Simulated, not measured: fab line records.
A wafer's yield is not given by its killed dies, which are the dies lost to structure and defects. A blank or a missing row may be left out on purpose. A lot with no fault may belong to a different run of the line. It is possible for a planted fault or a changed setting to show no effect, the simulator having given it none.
Commonality check across tools + flow sky130 + 39 wafers sampled across 13 lots

== THE REASON FOR OPENING IT ==
SKY_VT_ADJUST_NCORE_TW_MEAS_11, reading VT_ADJUST_NCORE_TW: flagged on 1 of 13 lots. Wafers without a fault read 219.2, standard deviation 1.9.
Rule: a lot is flagged in two cases, either no wafer of it has a number, or all its wafers with numbers fall more than 4 standard deviations from that mean. The rest of the lots are taken to be sound.

| lot  | measured     | on            | VT_ADJUST_NCORE_TW, wafer by wafer | flag    |
|------|--------------|---------------|------------------------------------|---------|
| L325 | day 8 12:50  | film-metro-03 | 221.7 221.0 221.4                  |         |
| L326 | day 8 20:43  | film-metro-03 | 222.5 220.6 219.5                  |         |
| L329 | day 10 08:44 | film-metro-03 | 221.0 219.8 220.3                  |         |
| L333 | day 10 21:19 | film-metro-03 | 30.1 30.1 30.3                     | FLAGGED |
| L336 | day 11 19:14 | film-metro-03 | 221.9 222.3 221.8                  |         |
| L338 | day 12 09:18 | film-metro-01 | 217.4 216.8 218.0                  |         |
| L339 | day 12 17:07 | film-metro-01 | 216.8 216.9 215.4                  |         |
| L341 | day 13 10:33 | film-metro-01 | 218.7 217.0 218.6                  |         |
| L343 | day 13 18:45 | film-metro-03 | 219.7 219.2 218.9                  |         |
| L344 | day 14 06:04 | film-metro-03 | 218.8 219.2 220.6                  |         |
| L346 | day 14 15:14 | film-metro-03 | 219.2 220.1 220.3                  |         |
| L347 | day 14 23:17 | film-metro-01 | 216.5 216.7 217.2                  |         |
| L348 | day 15 12:25 | film-metro-03 | 220.8 219.2 220.6                  |         |
On average the flagged lots read 30.2, which is -189.0 against the usual, or -99 or more standard deviations.

== WHICH TOOL EACH LOT WENT THROUGH ==
2 process steps preceding the reading are held in the record, out of 708 steps in the route. Read each cell as the tool, then ch plus the chambers that the sampled wafers visited, then the start.
| lot  | flag    | SKY_VT_ADJUST_LVTN_STRIP_20          | SKY_VT_ADJUST_NCORE_STRIP_10         |
|------|---------|--------------------------------------|--------------------------------------|
| L325 |         | plasma-asher-02 ch 0,1, day 7 16:03  | plasma-asher-02 ch 0,1, day 8 12:43  |
| L326 |         | plasma-asher-01 ch 0,1, day 8 00:24  | plasma-asher-02 ch 0,1, day 8 20:37  |
| L329 |         | plasma-asher-02 ch 0,1, day 9 11:02  | plasma-asher-02 ch 0,1, day 10 08:38 |
| L333 | FLAGGED | plasma-asher-03 ch 0,1, day 9 22:45  | plasma-asher-02 ch 0,1, day 10 21:13 |
| L336 |         | plasma-asher-01 ch 0,1, day 10 19:46 | plasma-asher-04 ch 0,1, day 11 19:10 |
| L338 |         | plasma-asher-02 ch 0,1, day 11 08:56 | plasma-asher-01 ch 0,1, day 12 09:11 |
| L339 |         | plasma-asher-02 ch 0,1, day 11 16:24 | plasma-asher-01 ch 0,1, day 12 17:01 |
| L341 |         | plasma-asher-02 ch 1, day 12 09:03   | plasma-asher-04 ch 0,1, day 13 10:26 |
| L343 |         | plasma-asher-01 ch 0,1, day 12 17:57 | plasma-asher-01 ch 0,1, day 13 18:35 |
| L344 |         | plasma-asher-03 ch 0,1, day 13 04:48 | plasma-asher-01 ch 0,1, day 14 05:58 |
| L346 |         | plasma-asher-03 ch 0,1, day 13 12:57 | plasma-asher-04 ch 0,1, day 14 15:08 |
| L347 |         | plasma-asher-03 ch 0, day 13 21:15   | plasma-asher-02 ch 1, day 14 23:11   |
| L348 |         | plasma-asher-02 ch 0,1, day 14 09:26 | plasma-asher-04 ch 0,1, day 15 12:19 |
What is done by these steps:
- SKY_VT_ADJUST_LVTN_STRIP_20: strips in O2/N2.
- SKY_VT_ADJUST_NCORE_STRIP_10: strips in O2/N2.
- SKY_VT_ADJUST_NCORE_TW_MEAS_11

== FLAGGED OVER TOTAL, TOOL BY TOOL (the gauges that took the reading come last) ==
| step                           | tool            | lots run | flagged | share of the flagged lots | sound lots run after its first flagged lot |
|--------------------------------|-----------------|----------|---------|---------------------------|--------------------------------------------|
| SKY_VT_ADJUST_LVTN_STRIP_20    | plasma-asher-01 | 3        | 0       | none                      | -                                          |
| SKY_VT_ADJUST_LVTN_STRIP_20    | plasma-asher-02 | 6        | 0       | none                      | -                                          |
| SKY_VT_ADJUST_LVTN_STRIP_20    | plasma-asher-03 | 4        | 1       | all                       | 3 (L344,L346,L347)                         |
| SKY_VT_ADJUST_NCORE_STRIP_10   | plasma-asher-01 | 4        | 0       | none                      | -                                          |
| SKY_VT_ADJUST_NCORE_STRIP_10   | plasma-asher-02 | 5        | 1       | all                       | 1 (L347)                                   |
| SKY_VT_ADJUST_NCORE_STRIP_10   | plasma-asher-04 | 4        | 0       | none                      | -                                          |
| SKY_VT_ADJUST_NCORE_TW_MEAS_11 | film-metro-01   | 4        | 0       | none                      | -                                          |
| SKY_VT_ADJUST_NCORE_TW_MEAS_11 | film-metro-03   | 9        | 1       | all                       | 5 (L336,L343,L344,L346,L348)               |

== THE TABLE: WHAT IT ALLOWS ==
Every flagged lot was run by 3 rows of the table: plasma-asher-03 at SKY_VT_ADJUST_LVTN_STRIP_20, plasma-asher-02 at SKY_VT_ADJUST_NCORE_STRIP_10 and film-metro-03 at SKY_VT_ADJUST_NCORE_TW_MEAS_11.
- plasma-asher-03 at SKY_VT_ADJUST_LVTN_STRIP_20: 1 of its 4 lots flagged. After the first flagged lot (L344, L346, L347), sound lots still ran on it; a lasting fault on the whole tool would not permit that. Its own readings (oes-product-au) fall more than 4 standard deviations out on all wafers of the flagged lots.
- plasma-asher-02 at SKY_VT_ADJUST_NCORE_STRIP_10: 1 of its 5 lots flagged. After the first flagged lot (L347), sound lots still ran on it; a lasting fault on the whole tool would not permit that. Its own readings (strip-time-to-endpoint-s) fall more than 4 standard deviations out on all wafers of the flagged lots.
- film-metro-03 at SKY_VT_ADJUST_NCORE_TW_MEAS_11: 1 of its 9 lots flagged. After the first flagged lot (L336, L343, L344, L346, L348), sound lots still ran on it; a lasting fault on the whole tool would not permit that.
There is no row in the table that ran each flagged lot and no sound lot after the first.

== WHAT THE SIMULATOR PUT IN ==
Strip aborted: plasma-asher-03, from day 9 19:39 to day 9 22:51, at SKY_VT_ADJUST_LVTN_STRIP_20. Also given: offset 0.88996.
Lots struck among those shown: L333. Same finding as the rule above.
